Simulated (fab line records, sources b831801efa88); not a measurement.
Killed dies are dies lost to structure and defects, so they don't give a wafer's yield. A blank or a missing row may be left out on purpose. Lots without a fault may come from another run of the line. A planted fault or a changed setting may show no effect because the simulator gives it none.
Which tool did it? | flow sky130 | 11 lots, 33 wafers sampled, at 3 steps of a route of 708

WHAT THE GAUGES READ, wafer by wafer
SKY_RES_XHIGH_TW_MEAS_09.
lot  | measured     | on            | RES_XHIGH_TW
L831 | day 26 21:41 | film_metro-03 | 1628 1633 1632
L832 | day 27 05:55 | film_metro-01 | 1639 1639 1640
L838 | day 29 16:43 | film_metro-03 | 1638 1639 1643
L839 | day 30 02:46 | film_metro-02 | 1634 1635 1637
L844 | day 31 07:58 | film_metro-01 | 30 30 30 30 30 30
L845 | day 31 19:58 | film_metro-01 | 30 30 30 30 30 30
L849 | day 33 01:49 | film_metro-01 | 1653 1656 1651
L850 | day 33 08:25 | film_metro-03 | 1624 1628 1629
L851 | day 33 14:50 | film_metro-03 | 1622 1622 1634
L852 | day 33 15:08 | film_metro-02 | 1633 1631 1635
L853 | day 34 04:16 | film_metro-02 | 1646 1643 1644

WHICH TOOL RAN EACH LOT (tool, then ch and the chambers of the sampled wafers, then the start)
lot  | SKY_SD_P_STRIP_10                    | SKY_RES_XHIGH_STRIP_08
L831 | plasma_asher-04 ch 0,1, day 25 16:56 | plasma_asher-02 ch 0,1, day 26 21:34
L832 | plasma_asher-04 ch 0,1, day 26 00:28 | plasma_asher-01 ch 0,1, day 27 05:49
L838 | plasma_asher-01 ch 0,1, day 28 12:16 | plasma_asher-01 ch 0,1, day 29 16:37
L839 | plasma_asher-04 ch 0,1, day 28 23:01 | plasma_asher-02 ch 0,1, day 30 02:40
L844 | plasma_asher-03 ch 0,1, day 30 03:55 | plasma_asher-04 ch 0, day 31 07:52
L845 | plasma_asher-04 ch 0, day 30 16:58   | plasma_asher-04 ch 0,1, day 31 19:52
L849 | plasma_asher-01 ch 0,1, day 31 22:49 | plasma_asher-02 ch 0,1, day 33 01:43
L850 | plasma_asher-01 ch 0, day 32 05:55   | plasma_asher-01 ch 0,1, day 33 08:19
L851 | plasma_asher-03 ch 1, day 32 11:31   | plasma_asher-02 ch 0,1, day 33 14:44
L852 | plasma_asher-04 ch 0,1, day 32 11:40 | plasma_asher-04 ch 0,1, day 33 15:02
L853 | plasma_asher-01 ch 0,1, day 33 00:35 | plasma_asher-01 ch 0,1, day 34 04:10
- SKY_SD_P_STRIP_10: strips in O2/N2.
- SKY_RES_XHIGH_STRIP_08: strips in O2/N2.

THE ANSWER, worked out from the rows above alone
Rule: what is usual is taken from the lots themselves. Put in order of their means at a reading, lots are off if they are a third of the lots or fewer, leave a main group of 4 or more, and stand apart from it by a gap of 3 or more times the standard deviation of the main group's means; of several such gaps the widest counts. A main group whose means are all the same, to the digits that the tables above print for the reading, isn't used. A lot without any number at a reading at which 4 lots or more have one is off too. The other lots that the step has rows for count as sound.
Off: L844, L845, at SKY_RES_XHIGH_TW_MEAS_09 (RES_XHIGH_TW). The main group: mean 1637, standard deviation 8.2.
A tool fits if, at a process step before that reading, it ran every lot that is off, and no sound lot after the first of them. The gauges at SKY_RES_XHIGH_TW_MEAS_09 are tried like those tools. None of those tried fits.

WHAT THE SIMULATOR HAD PUT IN
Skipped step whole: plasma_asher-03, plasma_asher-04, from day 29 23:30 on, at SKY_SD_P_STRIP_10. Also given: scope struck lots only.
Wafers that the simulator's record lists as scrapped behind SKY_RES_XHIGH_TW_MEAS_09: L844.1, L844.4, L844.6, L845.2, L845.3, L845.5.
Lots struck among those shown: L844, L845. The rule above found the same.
